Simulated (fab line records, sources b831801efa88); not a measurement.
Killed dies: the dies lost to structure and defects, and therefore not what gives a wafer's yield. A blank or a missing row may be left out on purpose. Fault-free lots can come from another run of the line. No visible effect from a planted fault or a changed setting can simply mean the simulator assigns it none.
A lot that was struck, set against a sound lot || flow sky130 || 16 out of 708 route steps
Sound: the wafers L989.2, L989.4, L989.5. Struck: wafers L104.2, L104.6. (L104.4 of the same lot was not struck and is left out.) The cause comes at the end.
For every step that has rows: the tool of each side, followed by ch and its chambers, followed by its first start. Under that, the readings that differ: sound wafers || struck wafers || difference of the means || sigmas: that difference in standard deviations of wafers without a fault.
alike: readings with means less than 2 such deviations apart, plus words and numbers identical on both sides. not compared: withheld readings, readings lacking a value on some wafer, bounds such as >300 that could conceal the same value, and numbers that have no deviation in the record and whose values overlap.
Wherever a step has rows on one side only, a row that says differs or no value, or a row with sigmas, the two part there. Non-overlapping numbers with no deviation appear without sigmas and do not part them. A reading missing from all wafers of one side parts the sides only when that side holds two or more wafers.

SKY_VIA1_CMP_02: polishes SiO2.
  sound on cmp-01 ch 0,1,2, day 33 14:48; struck on cmp-02 ch 0,1, day 38 11:07
  alike: edge-zone-pressure-frac, motor-current-A
SKY_VIA1_BOW_MEAS_03:
  sound on film-metro-04, day 33 15:01; struck on film-metro-04, day 38 11:20
  alike: VIA1_BOW
then, 8 steps without rows for these wafers: SKY_VIA1_DEHYDRATE_04 (time 60 s); SKY_VIA1_HMDS_05 (prime time 60 s); SKY_VIA1_COAT_06 (resist thk 60 nm); SKY_VIA1_COAT_07 (resist thk 450 nm); SKY_VIA1_SOFTBAKE_08 (time 90 s); SKY_VIA1_EXPOSE_09 (exposes mask VIM, target cd 150 nm); SKY_VIA1_PEB_10; SKY_VIA1_DEVELOP_11 (develop time 60 s).
SKY_VIA1_CD_MEAS_12 targets a cd of 150 nm.
  sound on cd-sem-02, day 34 18:17; struck on cd-sem-01, day 39 12:20
  alike: cd-nm
SKY_VIA1_OVL_MEAS_13:
  sound on overlay-02, day 34 18:24; struck on overlay-01, day 39 12:27
  alike: VIA1_OVL
SKY_VIA1_ETCH_14: etches BARC in N2/H2, stops on SiO2, time 45.9 s, target depth 60 nm.
  sound on rie-diel-02 ch 1,2, day 34 18:26; struck on rie-diel-04 ch 3, day 39 12:29
{"reading": "oes-product-au (a.u.)", "sound": "0.855 0.856 0.860", "struck": "0.919 0.925", "difference": "+0.065", "sigmas": "+14"}
{"reading": "run-length-s (s)", "sound": "74.1 74.5 74.2", "struck": "70.4 70.3", "difference": -3.9, "sigmas": -8}
{"reading": "model.KrF-thick_of_VIA1_COAT_07.thk-nm (nm)", "sound": "392.2 392.4 392.5", "struck": "395.3 395.9", "difference": "+3.2", "sigmas": ""}
  alike: drypump-motor-current-A, throttle-valve-pct
  not compared: rf-hours-counter-h
SKY_VIA1_ETCH_15: etches SiO2 in C4F8/O2/Ar, stops on TiN, target depth 351 nm, time 54 s.
  sound on rie-diel-02 ch 1,2, day 34 18:28; struck on rie-diel-04 ch 3, day 39 12:31
{"reading": "model.KrF-thick_of_VIA1_COAT_07.thk-nm (nm)", "sound": "321.5 322.2 323.1", "struck": "324.9 325.2", "difference": "+2.8", "sigmas": ""}
  alike: oes-product-au, run-length-s
SKY_VIA1_STRIP_16: strips in O2/N2.
  sound on plasma-asher-04 ch 0,1, day 34 18:31; struck on plasma-asher-04 ch 0,1, day 39 12:34
{"reading": "strip-time-to-endpoint-s (s)", "sound": "4.441 4.450 4.455", "struck": "4.484 4.490", "difference": "+0.038", "sigmas": "+2"}
  alike: drypump-motor-current-A, oes-product-au
  not compared: rf-hours-counter-h
-- the record jumps here: 11 days lie between the struck wafers' starts before and after (it left off in module VIA1 and takes up again in module PAD_OPEN, whose first step shown is number 708 of the route) --
SKY_PAD_OPEN_PROBE_99:
  sound on prober-02, day 46 12:00; struck on prober-01, day 50 02:14
  alike: defect-limited-yield, killed_at_M0_to_M3, killed_at_M4_up, killed-at-contacts, killed-at-front-end, killed-at-other, killed-dies, killed-open, killed-short, sort_bin_3_pad_short, sort_bin_5_function, sort_bin_6_memory, sort-n-pass, sort-yield-pct

== WHERE THEY PART ==
First at SKY_VIA1_ETCH_14; last, within this record, at SKY_VIA1_STRIP_16. Later steps at which nothing parts them and some readings are alike: SKY_PAD_OPEN_PROBE_99.

WHY: what the simulator had put in
rie-diel-04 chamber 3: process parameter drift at SKY_VIA1_ETCH_14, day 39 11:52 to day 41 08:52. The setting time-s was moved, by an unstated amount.
